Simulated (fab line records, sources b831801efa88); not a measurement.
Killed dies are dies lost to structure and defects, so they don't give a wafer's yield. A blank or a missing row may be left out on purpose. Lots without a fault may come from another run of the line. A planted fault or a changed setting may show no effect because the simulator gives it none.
fab line records | flow sky130 | part 1 of 2: steps 1 to 26 of 36
record lots=5 wafers=15 last_day=49
route steps=708 shown VIA2@515 METAL3@532 CAPM@537
lots that met no fault: from a run of the same line without faults
start_h: hours from the record's first day to the start of the lot's first wafer shown | wait_h: hours since the lot's step before | " the same as in the row above | L1.1+2: a row that stands for several wafers | - no value, or no start given | * or withheld: withheld | < > ~ a bound
route shown NAME@n: a module of which the file shows steps, and the number in the route of the first | usual: mean/standard deviation of fault-free wafers | same: alike in all rows | chamber/n: place in a boat | sites: the reading at each site | _std_site: their standard deviation | _edge_site: outer sites' mean less inner sites' | radius_mm: how far each site lies from the wafer's centre | mask NAME#n: copy n | behind: the tool/chamber that last shaped the wafer | hold: why the lot was held/for how many hours/how that ended | device: the transistor (n, p or np) that didn't switch | end of line: the same wafers' tests at the end of the route | a step without rows: its recipe alone | killed: dies lost to structure and defects at the first sort, not the wafer's yield | map: a wafer's dies, x killed, . not, _ none there
set.NAME: the setting as run; set.NAME@STEP: as run at that earlier step | model.NAME: the simulator's own value behind a step, which no gauge read
lots at some steps of the route; a table a step, a row a wafer
services: from which hour (start_h, from the record's first day; less than 0 if before it) a tool's chamber was out of use, for how many hours, and why
## steps
# step SKY_VIA2_SOFTBAKE_08
# recipe temp_c=100 time_s=90 resist=KrF-thick
# usual chill_plate_temp_C=23.02/0.1
# columns lot.wafer tool chamber start_h wait_h chill_plate_temp_C
L082.1 litho_track-04 0 - - 23.08
L082.4 " 0 " " 22.95
L082.5 " 0 " " 23.06
L086.2 litho_track-04 0 - - 23.03
L086.3 " 0 " " 22.75
L086.5 " 0 " " 22.95
L090.1 litho_track-01 0 - - 22.95
L090.2 " 0 " " 22.89
L090.6 " 0 " " 22.96
L089.2 litho_track-01 0 - - 23.01
L089.3 " 0 " " 22.99
L089.5 " 0 " " 22.96
L093.2 litho_track-04 0 - - 23.02
L093.3 " 0 " " 23.15
L093.4 " 0 " " 22.95
# step SKY_VIA2_EXPOSE_09
# recipe mask_id=VIM2 na=0.8 source_shape=annular sigma_inner=0.55 sigma_outer=0.85 target_cd_nm=200 dose_mj=38
# columns lot.wafer tool chamber start_h wait_h mask
L082.1+4+5 krf_scanner-02 0 - - VIM2#0
L086.2+3+5 krf_scanner-01 0 - - VIM2#0
L090.1+2+6 krf_scanner-01 0 - - VIM2#0
L089.2+3+5 krf_scanner-02 0 - - VIM2#0
L093.2+3+4 krf_scanner-01 0 - - VIM2#0
# step SKY_VIA2_PEB_10
# recipe peb_temp_c=withheld peb_time_s=withheld resist=KrF-thick
# usual chill_plate_temp_C=*
# columns lot.wafer tool chamber start_h wait_h chill_plate_temp_C
L082.1 litho_track-01 0 - - *
L082.4 " 0 " " *
L082.5 " 0 " " *
L086.2 litho_track-01 0 - - *
L086.3 " 0 " " *
L086.5 " 0 " " *
L090.1 litho_track-01 0 - - *
L090.2 " 0 " " *
L090.6 " 0 " " *
L089.2 litho_track-04 0 - - *
L089.3 " 0 " " *
L089.5 " 0 " " *
L093.2 litho_track-04 0 - - *
L093.3 " 0 " " *
L093.4 " 0 " " *
# step SKY_VIA2_DEVELOP_11
# recipe develop_time_s=60 resist=KrF-thick dev_temp_c=21
# usual chill_plate_temp_C=23.00/0.099
# columns lot.wafer tool chamber start_h wait_h chill_plate_temp_C
L082.1 litho_track-01 0 - - 22.97
L082.4 " 0 " " 23.11
L082.5 " 0 " " 23.00
L086.2 litho_track-01 0 - - 22.93
L086.3 " 0 " " 22.93
L086.5 " 0 " " 22.90
L090.1 litho_track-01 0 - - 22.97
L090.2 " 0 " " 22.92
L090.6 " 0 " " 23.05
L089.2 litho_track-04 0 - - 22.98
L089.3 " 0 " " 22.93
L089.5 " 0 " " 22.88
L093.2 litho_track-04 0 - - 23.02
L093.3 " 0 " " 23.05
L093.4 " 0 " " 23.04
# step SKY_VIA2_CD_MEAS_12
# recipe target_cd_nm=200
# usual cd_nm=200.1/1.4
# columns lot.wafer tool chamber start_h wait_h cd_nm
L082.1 cd_sem-02 - 917.08 - 198.6
L082.4 " - " " 199.3
L082.5 " - " " 198.6
L086.2 cd_sem-02 - 965.45 - 200.2
L086.3 " - " " 200.3
L086.5 " - " " 199.3
L090.1 cd_sem-02 - 969.98 - 199.7
L090.2 " - " " 200.2
L090.6 " - " " 200.8
L089.2 cd_sem-01 - 970.80 - 199.5
L089.3 " - " " 199.0
L089.5 " - " " 197.4
L093.2 cd_sem-02 - 986.55 - 202.2
L093.3 " - " " 201.7
L093.4 " - " " 201.1
# step SKY_VIA2_OVL_MEAS_13
# usual VIA2_OVL=-2/5
# columns lot.wafer tool chamber start_h wait_h VIA2_OVL[nm]
L082.1 overlay-02 - 917.20 0.1 -2
L082.4 " - " " -12
L082.5 " - " " -3
L086.2 overlay-02 - 965.56 0.1 -3
L086.3 " - " " 1
L086.5 " - " " 1
L090.1 overlay-02 - 970.10 0.1 6
L090.2 " - " " 2
L090.6 " - " " -3
L089.2 overlay-01 - 970.91 0.1 -2
L089.3 " - " " -6
L089.5 " - " " -5
L093.2 overlay-01 - 986.66 0.1 -11
L093.3 " - " " -2
L093.4 " - " " -9
# step SKY_VIA2_ETCH_14
# recipe chemistry=N2/H2 target=BARC ion_energy_ev=200 source_w=500 bias_w=100 pressure_mtorr=30 n2_flow_sccm=100 h2_flow_sccm=200 stop_on=SiO2 time_s=45.9 target_depth_a=600
# usual drypump_motor_current_A=5.7/0.52 oes_product_au=0.854/0.0044 throttle_valve_pct=13.224/0.0091
# columns lot.wafer tool chamber start_h wait_h drypump_motor_current_A oes_product_au rf_hours_counter_h throttle_valve_pct
L082.1 rie_diel-02 2 917.24 0.0 4.7 0.854 10 13.219
L082.4 " 0 " " 4.8 0.857 3 13.223
L082.5 " 0 " " 4.8 0.857 - 13.222
L086.2 rie_diel-02 0 965.59 0.0 4.8 0.854 4 13.202
L086.3 " 3 " " 5.5 0.860 15 13.230
L086.5 " 0 " " 4.8 0.853 - 13.225
L090.1 rie_diel-01 2 970.14 0.0 6.3 0.859 4 13.224
L090.2 " 3 " " 6.1 0.856 10 13.240
L090.6 " 2 " " 6.4 0.859 - 13.226
L089.2 rie_diel-02 0 970.94 0.0 4.8 0.852 5 13.224
L089.3 " 1 " " 4.9 0.848 20 13.219
L089.5 " 0 " " 4.8 0.843 - 13.232
L093.2 rie_diel-02 0 986.69 0.0 4.8 0.853 5 13.240
L093.3 " 1 " " 4.9 0.854 21 13.225
L093.4 " 2 " " 4.7 0.858 13 13.224
# step SKY_VIA2_ETCH_15
# recipe target=SiO2 chemistry=C4F8/O2/Ar target_depth_nm=546 stop_on=TiN mask_material=KrF-thick source_w=1500 bias_w=1200 pressure_mtorr=40 c4f8_flow_sccm=withheld O2_flow_sccm=6 Ar_flow_sccm=300 time_s=84
# usual oes_product_au=0.939/0.0048
# columns lot.wafer tool chamber start_h wait_h oes_product_au rf_hours_counter_h
L082.1 rie_diel-02 2 917.28 0.0 0.931 10
L082.4 " 0 " " 0.945 3
L082.5 " 0 " " 0.945 -
L086.2 rie_diel-02 0 965.63 0.0 0.942 4
L086.3 " 3 " " 0.944 15
L086.5 " 0 " " 0.933 -
L090.1 rie_diel-01 2 970.18 0.0 0.944 4
L090.2 " 3 " " 0.941 10
L090.6 " 2 " " 0.937 -
L089.2 rie_diel-02 0 970.98 0.0 0.942 5
L089.3 " 1 " " 0.938 20
L089.5 " 0 " " 0.932 -
L093.2 rie_diel-02 0 986.73 0.0 0.942 5
L093.3 " 1 " " 0.936 21
L093.4 " 2 " " 0.941 13
# step SKY_VIA2_STRIP_16
# recipe chemistry=O2/N2 power_w=1400 pressure_mtorr=1500 platen_temp_c=withheld o2_flow_sccm=3000 n2_flow_sccm=300 overash_fraction=0.5
# usual drypump_motor_current_A=5.4/0.37 oes_product_au=0.398/0.0041 strip_time_to_endpoint_s=4.051/0.021
# columns lot.wafer tool chamber start_h wait_h drypump_motor_current_A oes_product_au rf_hours_counter_h strip_time_to_endpoint_s
L082.1 plasma_asher-03 1 917.34 0.0 5.9 0.388 81 4.099
L082.4 " 0 " " 5.3 0.400 - 4.055
L082.5 " 0 " " 5.3 0.402 - 4.075
L086.2 plasma_asher-01 1 965.69 0.0 4.9 0.393 23 4.023
L086.3 " 1 " " 4.9 0.394 - 4.022
L086.5 " 1 " " 4.9 0.403 - 4.040
L090.1 plasma_asher-03 0 970.24 0.0 5.3 0.398 86 4.055
L090.2 " 1 " " 5.9 0.398 86 4.033
L090.6 " 1 " " 5.9 0.400 - 4.067
L089.2 plasma_asher-03 1 971.05 0.0 5.9 0.394 86 4.073
L089.3 " 1 " " 5.9 0.400 - 4.072
L089.5 " 0 " " 5.3 0.396 - 4.046
L093.2 plasma_asher-03 1 986.80 0.0 5.9 0.400 88 4.054
L093.3 " 1 " " 5.9 0.397 - 4.062
L093.4 " 0 " " 5.3 0.404 - 4.082
# step SKY_VIA2_STRIP_17
# recipe chemistry=post_etch_residue_remover time_s=1200 temp_c=72.5
# columns lot.wafer tool chamber start_h wait_h
L082.1+4+5 wet_bench-04 1 917.44 0.1
L086.2+3+5 wet_bench-04 1 965.79 0.1
L090.1+2+6 wet_bench-02 2 970.34 0.1
L089.2+3+5 wet_bench-02 2 971.15 0.1
L093.2+3+4 wet_bench-02 0 986.90 0.1
# step SKY_VIA2_CLEAN_18
# recipe chemistry=IPA time_s=180 temp_c=25
# columns lot.wafer tool chamber start_h wait_h
L082.1+4+5 wet_bench-01 0 917.78 0.0
L086.2+3+5 wet_bench-02 0 966.13 0.0
L090.1+2+6 wet_bench-04 1 970.71 0.0
L089.2+3+5 wet_bench-01 0 971.52 0.0
L093.2+3+4 wet_bench-01 1 987.27 0.0
# step SKY_VIA2_CLEAN_19
# recipe chemistry=O3/DIW dry=n2_spin
# columns lot.wafer tool chamber start_h wait_h
L082.1+4+5 wet_bench-04 2 917.84 0.0
L086.2+3+5 wet_bench-04 0 966.20 0.0
L090.1+2+6 wet_bench-01 0 970.77 0.0
L089.2+3+5 wet_bench-02 3 971.58 0.0
L093.2+3+4 wet_bench-04 0 987.33 0.0
# step SKY_VIA2_SPUTTER_20
# recipe material=TiN target_thk_nm=20 chamber_pressure_pa=5 power_w=4000 time_s=80
# usual throttle_valve_pct=29.5/1.2
# columns lot.wafer tool chamber start_h wait_h throttle_valve_pct
L082.1 pvd_sputter-01 - 917.93 0.0 30.2
L082.4 " - " " 28.5
L082.5 " - " " 31.2
L086.2 pvd_sputter-03 - 966.29 0.0 27.8
L086.3 " - " " 28.5
L086.5 " - " " 30.7
L090.1 pvd_sputter-03 - 970.87 0.0 31.3
L090.2 " - " " 30.6
L090.6 " - " " 31.0
L089.2 pvd_sputter-01 - 971.68 0.0 28.4
L089.3 " - " " 31.3
L089.5 " - " " 31.3
L093.2 pvd_sputter-03 - 987.42 0.0 29.0
L093.3 " - " " 27.9
L093.4 " - " " 31.0
# step SKY_VIA2_CVD_21
# recipe material=W target_thk_nm=420 time_s=126.4 temp_c=400 pressure_torr=40
# usual heater_power_w=908/65
# columns lot.wafer tool chamber start_h wait_h heater_power_w since_wet_clean_h
L082.1 cvd_w-01 0 917.99 0.0 815 514
L082.4 " 0 " " 817 -
L082.5 " 0 " " 834 -
L086.2 cvd_w-02 0 966.35 0.0 908 48
L086.3 " 1 " " 965 -
L086.5 " 1 " " 940 -
L090.1 cvd_w-02 1 970.93 0.0 942 53
L090.2 " 0 " " 865 53
L090.6 " 1 " " 953 -
L089.2 cvd_w-01 0 971.74 0.0 804 568
L089.3 " 1 " " 992 -
L089.5 " 1 " " 980 -
L093.2 cvd_w-01 1 987.48 0.0 988 583
L093.3 " 0 " " 823 -
L093.4 " 1 " " 987 -
# step SKY_VIA2_RS_MEAS_22
# recipe thk_meas_gauge=four-point-probe reads=W_of_VIA2_CVD_21+TiN_of_VIA2_SPUTTER_20
# usual VIA2_W_RS=0.274/0.0032
# columns lot.wafer tool chamber start_h wait_h VIA2_W_RS[ohm/sq]
L082.1 film_metro-04 - 918.12 0.1 0.268
L082.4 " - " " 0.269
L082.5 " - " " 0.270
L086.2 film_metro-02 - 966.50 0.1 0.278
L086.3 " - " " 0.275
L086.5 " - " " 0.275
L090.1 film_metro-03 - 971.06 0.1 0.276
L090.2 " - " " 0.280
L090.6 " - " " 0.273
L089.2 film_metro-04 - 971.89 0.1 0.273
L089.3 " - " " 0.270
L089.5 " - " " 0.275
L093.2 film_metro-03 - 987.63 0.1 0.276
L093.3 " - " " 0.278
L093.4 " - " " 0.281
# step SKY_VIA2_THK_MEAS_23
# recipe thk_meas_gauge=xrf reads=W_of_VIA2_CVD_21
# usual VIA2_W_THK=420/6.5
# columns lot.wafer tool chamber start_h wait_h VIA2_W_THK[nm]
L082.1 film_metro-04 - 918.24 0.1 420
L082.4 " - " " 422
L082.5 " - " " 423
L086.2 film_metro-02 - 966.61 0.1 412
L086.3 " - " " 417
L086.5 " - " " 422
L090.1 film_metro-03 - 971.18 0.1 424
L090.2 " - " " 418
L090.6 " - " " 427
L089.2 film_metro-04 - 972.00 0.1 417
L089.3 " - " " 419
L089.5 " - " " 416
L093.2 film_metro-03 - 987.74 0.1 428
L093.3 " - " " 423
L093.4 " - " " 422
# step SKY_VIA2_CMP_24
# recipe stop_on=SiO2 t_overpolish_s=20 down_force_psi=3.5 platen_rpm=60 target_thk_nm=0 pad_velocity_m_s=0.94248
# usual head_pressure_psi=3.501/0.0077 motor_current_A=11.7/2 overpolish_run_s=20.002/0.01 platen_rpm=60.01/0.043 time_to_endpoint_s=101/3.1
# columns lot.wafer tool chamber start_h wait_h head_pressure_psi motor_current_A overpolish_run_s platen_rpm time_to_endpoint_s
L082.1 cmp-02 3 918.30 0.1 3.510 11.7 20.001 60.01 104
L082.4 " 0 " " 3.501 11.7 20.001 60.03 103
L082.5 " 0 " " 3.502 12.5 20.018 60.02 101
L086.2 cmp-02 1 966.66 0.0 3.500 10.3 20.007 60.02 99
L086.3 " 0 " " 3.496 12.4 20.002 60.06 99
L086.5 " 2 " " 3.507 14.7 19.989 60.07 98
L090.2 cmp-01 0 971.29 0.1 3.483 10.0 19.982 60.01 101
L090.1 " 2 " " 3.515 15.3 20.005 60.01 102
L090.6 " 0 " " 3.488 9.6 20.017 60.06 100
L089.2 cmp-02 3 972.10 0.1 3.501 10.9 20.015 59.94 104
L089.3 " 1 " " 3.506 10.6 20.007 59.93 105
L089.5 " 2 " " 3.501 13.8 20.010 60.02 101
L093.2 cmp-01 1 987.79 0.0 3.504 9.9 20.014 59.96 97
L093.4 " 2 " " 3.510 15.2 20.022 60.04 103
L093.3 " 3 " " 3.504 11.9 19.990 59.98 98
# step SKY_METAL3_SPUTTER_00
# recipe material=Ti target_thk_nm=15 power_w=3000 time_s=10 chamber_pressure_pa=0.3936
# usual throttle_valve_pct=29.8/1.2
# columns lot.wafer tool chamber start_h wait_h throttle_valve_pct
L082.1 pvd_sputter-01 - 918.60 0.2 28.4
L082.4 " - " " 28.3
L082.5 " - " " 30.5
L086.2 pvd_sputter-01 - 966.96 0.2 30.4
L086.3 " - " " 28.3
L086.5 " - " " 31.4
L090.1 pvd_sputter-02 - 971.54 0.1 30.3
L090.2 " - " " 29.1
L090.6 " - " " 30.3
L089.2 pvd_sputter-02 - 972.35 0.2 30.3
L089.3 " - " " 29.2
L089.5 " - " " 31.2
L093.2 pvd_sputter-02 - 988.09 0.2 30.4
L093.3 " - " " 29.4
L093.4 " - " " 29.0
# step SKY_METAL3_SPUTTER_01
# recipe material=TiN target_thk_nm=20 power_w=6500 time_s=16.7 chamber_pressure_pa=0.4
# usual throttle_valve_pct=29.8/1.2
# columns lot.wafer tool chamber start_h wait_h throttle_valve_pct
L082.1 pvd_sputter-01 - 918.63 0.0 28.4
L082.4 " - " " 28.3
L082.5 " - " " 30.1
L086.2 pvd_sputter-01 - 966.98 0.0 30.6
L086.3 " - " " 28.3
L086.5 " - " " 31.4
L090.1 pvd_sputter-02 - 971.57 0.0 30.3
L090.2 " - " " 29.0
L090.6 " - " " 30.4
L089.2 pvd_sputter-02 - 972.38 0.0 30.2
L089.3 " - " " 29.4
L089.5 " - " " 31.1
L093.2 pvd_sputter-02 - 988.11 0.0 30.5
L093.3 " - " " 29.7
L093.4 " - " " 28.8
# step SKY_METAL3_SPUTTER_02
# recipe material=AlCu target_thk_nm=735 power_w=10270 time_s=39.1 chamber_pressure_pa=0.4
# usual throttle_valve_pct=29.8/1.2
# columns lot.wafer tool chamber start_h wait_h throttle_valve_pct
L082.1 pvd_sputter-01 - 918.65 0.0 28.5
L082.4 " - " " 28.3
L082.5 " - " " 30.1
L086.2 pvd_sputter-01 - 967.01 0.0 30.1
L086.3 " - " " 28.5
L086.5 " - " " 31.6
L090.1 pvd_sputter-02 - 971.59 0.0 30.4
L090.2 " - " " 28.7
L090.6 " - " " 30.3
L089.2 pvd_sputter-02 - 972.40 0.0 30.4
L089.3 " - " " 29.8
L089.5 " - " " 31.4
L093.2 pvd_sputter-02 - 988.14 0.0 30.4
L093.3 " - " " 29.6
L093.4 " - " " 28.8
# step SKY_METAL3_SPUTTER_03
# recipe material=Ti target_thk_nm=5 power_w=3000 time_s=3.3 chamber_pressure_pa=0.4
# usual throttle_valve_pct=29.8/1.2
# columns lot.wafer tool chamber start_h wait_h throttle_valve_pct
L082.1 pvd_sputter-01 - 918.69 0.0 28.3
L082.4 " - " " 28.6
L082.5 " - " " 30.4
L086.2 pvd_sputter-01 - 967.05 0.0 30.2
L086.3 " - " " 28.6
L086.5 " - " " 31.2
L090.1 pvd_sputter-02 - 971.63 0.0 30.3
L090.2 " - " " 28.9
L090.6 " - " " 30.2
L089.2 pvd_sputter-02 - 972.44 0.0 30.2
L089.3 " - " " 29.6
L089.5 " - " " 31.3
L093.2 pvd_sputter-02 - 988.18 0.0 29.9
L093.3 " - " " 29.5
L093.4 " - " " 28.8
# step SKY_METAL3_SPUTTER_04
# recipe material=TiN target_thk_nm=70 power_w=6500 time_s=58.3 chamber_pressure_pa=0.4
# usual throttle_valve_pct=29.8/1.2
# columns lot.wafer tool chamber start_h wait_h throttle_valve_pct
L082.1 pvd_sputter-01 - 918.71 0.0 28.3
L082.4 " - " " 28.6
L082.5 " - " " 30.0
L086.2 pvd_sputter-01 - 967.07 0.0 30.4
L086.3 " - " " 28.5
L086.5 " - " " 31.3
L090.1 pvd_sputter-02 - 971.65 0.0 30.3
L090.2 " - " " 28.8
L090.6 " - " " 30.4
L089.2 pvd_sputter-02 - 972.46 0.0 30.3
L089.3 " - " " 29.6
L089.5 " - " " 31.5
L093.2 pvd_sputter-02 - 988.20 0.0 30.1
L093.3 " - " " 29.7
L093.4 " - " " 29.0
# step SKY_CAPM_CVD_00
# recipe material=SiO2 target_thk_nm=15.5 temp_c=400 time_s=withheld rf_w=450
# usual heater_power_w=705/85
# columns lot.wafer tool chamber start_h wait_h heater_power_w
L082.1 pecvd-04 1 918.76 0.0 767
L082.4 " 1 " " 748
L082.5 " 0 " " 803
L086.2 pecvd-04 1 967.11 0.0 730
L086.3 " 2 " " 515
L086.5 " 2 " " 493
L090.1 pecvd-04 2 971.70 0.0 634
L090.2 " 1 " " 747
L090.6 " 2 " " 640
L089.2 pecvd-02 1 972.51 0.0 760
L089.3 " 0 " " 729
L089.5 " 0 " " 732
L093.2 pecvd-04 1 988.24 0.0 644
L093.3 " 2 " " 623
L093.4 " 2 " " 623
# step SKY_CAPM_THK_MEAS_01
# recipe reads=SiO2_of_CAPM_CVD_00
# usual CAPM_CVD_00_THK=15.61/0.24
# columns lot.wafer tool chamber start_h wait_h CAPM_CVD_00_THK[nm]
L082.1 film_metro-01 - 918.79 - 15.66
L082.4 " - " " 15.67
L082.5 " - " " 15.56
L086.2 film_metro-02 - 967.15 - 15.84
L086.3 " - " " 15.56
L086.5 " - " " 15.99
L090.1 film_metro-02 - 971.72 - 15.60
L090.2 " - " " 15.43
L090.6 " - " " 15.68
L089.2 film_metro-02 - 972.54 - 15.45
L089.3 " - " " 15.37
L089.5 " - " " 15.42
L093.2 film_metro-02 - 988.28 - 15.55
L093.3 " - " " 15.34
L093.4 " - " " 15.68
# step SKY_CAPM_SPUTTER_02
# recipe material=TiN target_thk_nm=200 temp_c=300 power_w=6500 time_s=166.7 chamber_pressure_pa=0.4
# usual throttle_valve_pct=29.5/1.1
# columns lot.wafer tool chamber start_h wait_h throttle_valve_pct
L082.1 pvd_sputter-03 - 918.85 0.1 27.8
L082.4 " - " " 28.9
L082.5 " - " " 30.8
L086.2 pvd_sputter-02 - 967.20 0.0 30.2
L086.3 " - " " 29.3
L086.5 " - " " 29.5
L090.1 pvd_sputter-04 - 971.78 0.1 28.6
L090.2 " - " " 29.7
L090.6 " - " " 29.5
L089.2 pvd_sputter-04 - 972.59 0.0 29.2
L089.3 " - " " 30.2
L089.5 " - " " 28.9
L093.2 pvd_sputter-04 - 988.33 0.0 29.1
L093.3 " - " " 28.4
L093.4 " - " " 30.2
# step SKY_CAPM_RS_MEAS_03
# recipe thk_meas_gauge=four-point-probe reads=TiN_of_CAPM_SPUTTER_02
# usual CAPM_TIN_RS=6.91/0.064
# columns lot.wafer tool chamber start_h wait_h CAPM_TIN_RS[ohm/sq]
L082.1 film_metro-04 - 918.96 0.1 6.85
L082.4 " - " " 6.78
L082.5 " - " " 6.85
L086.2 film_metro-02 - 967.34 0.1 6.89
L086.3 " - " " 6.82
L086.5 " - " " 6.82
L090.1 film_metro-01 - 971.89 0.1 6.85
L090.2 " - " " 6.96
L090.6 " - " " 6.93
L089.2 film_metro-04 - 972.72 0.1 6.92
L089.3 " - " " 6.98
L089.5 " - " " 6.90
L093.2 film_metro-01 - 988.46 0.1 6.94
L093.3 " - " " 6.99
L093.4 " - " " 6.95
